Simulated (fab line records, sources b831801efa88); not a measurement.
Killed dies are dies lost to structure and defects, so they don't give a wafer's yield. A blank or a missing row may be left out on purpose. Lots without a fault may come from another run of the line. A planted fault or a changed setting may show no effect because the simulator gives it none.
One fault seen from 2 desks | flow gf180mcu | each desk has only its own numbers; what lay behind them comes last

THE TOOL OWNER'S DESK: implanter-03
The tool's own readings at GF_VT_IMPLANT_IMPLANT_19: means of the sampled wafers that have a number, for each lot that ran on this tool. A lot is out of limits, marked OUT, if its mean lies more than 4 standard deviations from the usual mean; the brackets give that distance.
Columns: A = dose_ions_cm2 at GF_VT_IMPLANT_IMPLANT_19, usual 4.35e+12; B = faraday_current_uA at GF_VT_IMPLANT_IMPLANT_19, usual 24.6
lot  | first seen here | A                          | B
L393 | day 8 10:55     | 4.35e+12                   | 25.1
L397 | day 9 09:26     | 4.35e+12                   | 24.6
L401 | day 10 11:16    | 4.35e+12                   | 24.5
L402 | day 10 22:46    | 8.39e+12 (+99 or more) OUT | 47.1 (+45) OUT
L404 | day 11 04:47    | 8.39e+12 (+99 or more) OUT | 47.0 (+45) OUT
This desk's finding: out of limits on L402, L404; first on L402, day 10 22:46 (dose_ions_cm2 at GF_VT_IMPLANT_IMPLANT_19). In limits: L393, L397, L401.

THE METROLOGY DESK
What the gauges read, lot by lot, whatever tool the lot ran on: means of the sampled wafers that have a number. A lot is out of limits, marked OUT, if its mean lies more than 4 standard deviations from the usual mean; the brackets give that distance.
Columns: A = MVSD_OVL at GF_MVSD_OVL_MEAS_07, usual -0.1 nm; B = VT_IMPLANT_2_TW at GF_VT_IMPLANT_TW_MEAS_21, usual 1225
lot  | first seen here | A    | B
L385 | day 4 11:09     | -2.5 | 1246
L389 | day 5 10:54     | -0.1 | 1207
L391 | day 5 20:39     | 1.8  | 1228
L393 | day 6 11:21     | -1.6 | 1210
L396 | day 7 02:58     | -0.6 | 1226
L397 | day 7 07:41     | 1.0  | 1226
L401 | day 8 07:31     | -0.1 | 1245
L402 | day 8 17:50     | -0.1 | 1532 (+19) OUT
L403 | day 8 18:12     | -1.5 | 1243
L404 | day 8 22:56     | 1.1  | 1525 (+19) OUT
L408 | day 9 22:59     | -2.6 | 1206
L407 | day 9 23:16     | 0.3  | 1203
This desk's finding: out of limits on L402, L404; first on L402, day 10 23:01 (VT_IMPLANT_2_TW at GF_VT_IMPLANT_TW_MEAS_21). In limits: L385, L389, L391, L393, L396, L397, L401, L403, L408, L407.

PUT TOGETHER
The tool owner's desk could have raised an alarm at day 10 22:46, on L402, L404.
The metrology desk could have raised an alarm at day 10 23:01, on L402, L404.
Of the lots named, all ran GF_VT_IMPLANT_IMPLANT_19 on implanter-03.

WHAT THE SIMULATOR HAD PUT IN
Process parameter drift: implanter-03, from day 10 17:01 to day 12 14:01, at GF_VT_IMPLANT_IMPLANT_19. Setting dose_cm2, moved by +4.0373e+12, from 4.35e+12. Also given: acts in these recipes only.
Lots struck among those shown: L402, L404.
Hours from the fault's start to each desk's first reading out of limits: the tool owner's desk, 6; the metrology desk, 6.
